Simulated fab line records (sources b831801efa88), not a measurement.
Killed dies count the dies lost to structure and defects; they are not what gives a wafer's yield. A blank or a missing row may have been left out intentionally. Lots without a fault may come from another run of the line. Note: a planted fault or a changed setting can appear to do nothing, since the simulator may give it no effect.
Chamber matching :: flow gf180mcu :: rie diel-04 running GF_CONTACT_ETCH_16: 4 sister chambers
The step etches BARC in N2/H2. 8 wafers are shown with their chamber, then 7 later ones without.

EACH WAFER AND ITS CHAMBER
wafer: L482.3
chamber: 3
throttle valve pct (%): 13.223
oes product au (a.u.): 0.847

wafer: L492.5
chamber: 1
throttle valve pct (%): 13.231
oes product au (a.u.): 0.850

wafer: L492.6
chamber: 2
throttle valve pct (%): 13.225
oes product au (a.u.): 0.858

wafer: L493.1
chamber: 3
throttle valve pct (%): 13.234
oes product au (a.u.): 0.856

wafer: L493.3
chamber: 0
throttle valve pct (%): 13.230
oes product au (a.u.): 0.859

wafer: L493.4
chamber: 2
throttle valve pct (%): 13.234
oes product au (a.u.): 0.854

wafer: L494.2
chamber: 0
throttle valve pct (%): 13.220
oes product au (a.u.): 0.855

wafer: L494.3
chamber: 1
throttle valve pct (%): 13.231
oes product au (a.u.): 0.861

WAFERS WITHOUT THEIR CHAMBER
wafer: L494.4
throttle valve pct (%): 13.220
oes product au (a.u.): 0.857

wafer: L496.2
throttle valve pct (%): 13.226
oes product au (a.u.): 0.858

wafer: L496.3
throttle valve pct (%): 13.237
oes product au (a.u.): 0.859

wafer: L496.6
throttle valve pct (%): 13.225
oes product au (a.u.): 0.853

wafer: L498.2
throttle valve pct (%): 13.228
oes product au (a.u.): 0.849

wafer: L498.5
throttle valve pct (%): 13.206
oes product au (a.u.): 0.858

wafer: L498.6
throttle valve pct (%): 13.225
oes product au (a.u.): 0.855

WHICH CHAMBER EACH WENT THROUGH
wafer: L494.4
from the rows above: can't be placed: 0 or 2 or 3 or 1
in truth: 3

wafer: L496.2
from the rows above: can't be placed: 0 or 2 or 1 or 3
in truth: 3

wafer: L496.3
from the rows above: can't be placed: 1 or 2 or 3 or 0
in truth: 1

wafer: L496.6
from the rows above: can't be placed: 3 or 0 or 2 or 1
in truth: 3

wafer: L498.2
from the rows above: can't be placed: 3 or 1 or 2 or 0
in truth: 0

wafer: L498.5
from the rows above: can't be placed: 0 or 2 or 3 or 1
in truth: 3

wafer: L498.6
from the rows above: can't be placed: 0 or 2 or 3 or 1
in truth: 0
Correct placement for 0 of the 7. These rows do not allow placing 7 (true chamber among the candidates in 7). Wrongly placed: 0.
How it was worked out, from the rows above alone: a wafer's distance from a chamber is the root of the sum, over the readings, of the square of ((its reading less the chamber's mean) divided by the reading's scatter). If the next closest chamber is less than 2 further off than the closest, the wafer can't be placed; otherwise it belongs to the closest. The mean given for a chamber averages the wafers shown for that chamber. How the scatter is found: for the shown wafers, subtract from each reading the mean of its chamber, square and add these, divide the total by (wafers less chambers), then take the root.
